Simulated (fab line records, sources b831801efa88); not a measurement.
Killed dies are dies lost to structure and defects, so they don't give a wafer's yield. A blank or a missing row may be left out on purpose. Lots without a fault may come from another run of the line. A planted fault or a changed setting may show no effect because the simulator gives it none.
One fault seen from 2 desks | flow sky130 | each desk has only its own numbers; what lay behind them comes last

THE TOOL OWNER'S DESK: iline_stepper-01
The tool's own readings at SKY_LDD_HVN_EXPOSE_04 (exposes mask HVNTM, target cd 700 nm): means of the sampled wafers that have a number, for each lot that ran on this tool. A lot is out of limits, marked OUT, if its mean lies more than 4 standard deviations from the usual mean; the brackets give that distance.
Columns: A = stage_vel_mm_s at SKY_LDD_HVN_EXPOSE_04, usual 500.03 mm/s
lot  | first seen here | A
L429 | day 21 02:46    | 499.84
L432 | day 21 05:34    | 500.27
L434 | day 21 07:01    | 500.17
L433 | day 21 07:34    | 500.14
L437 | day 22 19:28    | 499.92
This desk's finding: nothing out of limits on any of the 5 lots.

THE METROLOGY DESK
What the gauges read, lot by lot, whatever tool the lot ran on: means of the sampled wafers that have a number. A lot is out of limits, marked OUT, if its mean lies more than 4 standard deviations from the usual mean; the brackets give that distance.
Columns: A = LDD_N_OVL at SKY_LDD_N_OVL_MEAS_07, usual -0.8 nm; B = LDD_HVN_OVL at SKY_LDD_HVN_OVL_MEAS_07, usual -1.1 nm; C = LDD_LDN_OVL at SKY_LDD_LDN_OVL_MEAS_07, usual 0.5 nm
lot  | first seen here | A    | B               | C
L429 | day 19 04:03    | -2.6 | 0.0             | 1.7
L432 | day 19 04:57    | -1.3 | 0.2             | -0.8
L431 | day 19 06:21    | -2.4 | -1.8            | 1.0
L434 | day 19 06:38    | 0.3  | -86.9 (-57) OUT | -0.2
L433 | day 19 08:15    | -1.5 | -87.4 (-58) OUT | 1.1
L437 | day 20 20:09    | -1.2 | -86.8 (-57) OUT | -0.1
L439 | day 21 15:57    | -0.0 | -1.5            | -2.5
L442 | day 22 10:02    | 0.6  | -0.9            | 0.3
L445 | day 23 21:26    | -1.2 | -1.7            | 0.6
L446 | day 23 22:41    | -1.0 | -1.7            | -0.1
L447 | day 24 13:35    | 0.4  | -3.1            | 1.0
L448 | day 24 15:50    | -0.2 | -2.0            | -1.6
L450 | day 25 10:08    | -1.1 | -1.4            | -2.7
This desk's finding: out of limits on L433, L434, L437; first on L434, day 21 21:53 (LDD_HVN_OVL at SKY_LDD_HVN_OVL_MEAS_07). In limits: L429, L432, L431, L439, L442, L445, L446, L447, L448, L450.

PUT TOGETHER
The metrology desk could have raised an alarm at day 21 21:53, on L433, L434, L437.
The tool owner's desk saw nothing out of limits.
The tool owner's desk has L433, L434, L437 on record, within its limits.
Of the lots named, all ran SKY_LDD_HVN_EXPOSE_04 on iline_stepper-01.

WHAT THE SIMULATOR HAD PUT IN
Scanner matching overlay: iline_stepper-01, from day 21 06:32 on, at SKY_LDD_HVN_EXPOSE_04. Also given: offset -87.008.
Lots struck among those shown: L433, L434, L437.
Hours from the fault's start to each desk's first reading out of limits: the metrology desk, 15.
